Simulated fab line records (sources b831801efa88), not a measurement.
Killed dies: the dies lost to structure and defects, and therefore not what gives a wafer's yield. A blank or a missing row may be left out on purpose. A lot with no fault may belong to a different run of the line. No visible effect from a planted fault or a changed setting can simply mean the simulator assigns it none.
A struck lot beside a sound one ; flow gf180mcu ; 18 out of 602 route steps
Sound: the wafers L914.1, L914.3, L914.6. Struck: wafers L931.1, L931.2. (L931.4 of the same lot was not struck and is left out.) The cause comes at the end.
For every step that has rows: the tool of each side, followed by ch and its chambers, followed by its first start. Under that, the readings that differ: sound wafers ; struck wafers ; difference of the means ; sigmas: that difference in standard deviations of wafers without a fault.
alike: words and numbers the same on both sides, and readings whose means are apart by under 2 such deviations; not compared: readings that were withheld, readings missing a value for some wafer, numbers with overlapping values and no deviation given by the record, and bounds like >300 which may hide the same value.
The two part at a step that has a row with sigmas, a row that says differs or no value, or rows on one side only. Numbers that don't overlap but have no deviation are shown without sigmas and don't part them. Lack of a reading on every wafer of one side parts them only where that side has two or more wafers.

first, 3 steps without rows for these wafers: GF_V1_EXPOSE_11 (exposes mask Via1, target cd 260 nm); GF_V1_PEB_12 (peb time 90 s); GF_V1_DEVELOP_13 (develop time 60 s).
GF_V1_CD_MEAS_14: target cd 260 nm.
  sound on cd-sem-01 at day 18 08:49; struck on cd-sem-01 at day 24 16:47
  alike: cd-nm
GF_V1_OVL_MEAS_15:
  sound on overlay-01 at day 18 08:56; struck on overlay-01 at day 24 16:54
  alike: V1_OVL
GF_V1_ETCH_16: etches BARC in N2/H2.
  sound on rie-diel-01 ch 0,1, day 18 08:59; struck on rie-diel-01 ch 1,3, day 24 16:56
  alike: chamber-pressure-mTorr, drypump-motor-current-A, oes-product-au, throttle-valve-pct
GF_V1_ETCH_17: etches SiO2 in C4F8/O2/Ar, stops on TiN, target depth 630 nm.
  sound: rie-diel-01 ch 0,1; struck: rie-diel-01 ch 1,3
  alike: chamber-pressure-mTorr, oes-product-au
GF_V1_STRIP_18: strips in O2/N2.
  sound on plasma-asher-04 ch 1, day 18 09:06; struck on plasma-asher-03 ch 0,1, day 24 17:04
  alike: chamber-pressure-mTorr, drypump-motor-current-A, heater-power-w, oes-product-au
  not compared: rf-hours-counter-h
then, 2 steps without rows for these wafers: GF_V1_STRIP_19 (strips in post etch residue remover, time 1200 s); GF_V1_CLEAN_20 (cleans in DIW).
GF_V1_SPUTTER_21: material Ti, target thk 15 nm, time 80.02 s.
  sound on pvd-sputter-03 at day 18 09:41; struck on pvd-sputter-03 at day 24 17:37
  alike: throttle-valve-pct
then, 1 step without rows for these wafers: GF_V1_SPUTTER_22 (material TiN, target thk 10 nm, time 40 s).
GF_V1_CVD_23: deposits W, target thk 350 nm, time 105.05 s.
  sound on cvd-w-01 ch 1, day 18 09:47; struck on cvd-w-02 ch 0,1, day 24 17:43
reading;sound;struck;difference;sigmas
model.W_of_V1_CVD_23.thk-nm (nm);352.2 353.3 353.9;653.7 657.4;+302.4;
  alike: heater-power-w
GF_V1_RS_MEAS_24: measurement is done with a four-point probe.
  sound on film-metro-04 at day 18 09:53; struck on film-metro-04 at day 24 18:07
reading;sound;struck;difference;sigmas
V1_W_RS (ohm/sq);0.326 0.325 0.324;0.174 0.174;-0.151;-42
  not compared: hold
GF_V1_THK_MEAS_25: measures by xrf.
  sound on film-metro-04 at day 18 10:01; struck on film-metro-04 at day 24 20:46
reading;sound;struck;difference;sigmas
V1_W_THK (nm);351 356 353;- -;no value on the struck wafers;
  not compared: hold
GF_V1_CMP_26: polishes, stops on SiO2, t overpolish 15 s, target thk 0 nm.
  sound on cmp-02 ch 0,1,3, day 18 10:04; struck on cmp-01 ch 0,3, day 25 01:16
reading;sound;struck;difference;sigmas
hold;- - -;await-dispo/3.9h/release await-dispo/3.9h/release;no value on the sound wafers;
time-to-endpoint-s (s);82 91 91;148 159;+66;+18
  alike: edge-zone-pressure-frac, motor-current-A
GF_M2_SPUTTER_00: material Ti, target thk 37.5 nm, time 150 s.
  sound on pvd-sputter-02 at day 18 10:22; struck on pvd-sputter-02 at day 25 01:31
  alike: throttle-valve-pct
-- the record jumps here: 9 days lie between the struck wafers' starts before and after (it left off in module M2 and takes up again in module PASSIVATION, whose first step shown is number 602 of the route) --
GF_PASSIVATION_PROBE_99:
  rows exist in the record for the struck wafers here (prober-01, day 34 00:04), but not for the sound ones

WHERE THEY PART
First at GF_V1_RS_MEAS_24; last, within this record, at GF_PASSIVATION_PROBE_99.

WHY: what the simulator had put in
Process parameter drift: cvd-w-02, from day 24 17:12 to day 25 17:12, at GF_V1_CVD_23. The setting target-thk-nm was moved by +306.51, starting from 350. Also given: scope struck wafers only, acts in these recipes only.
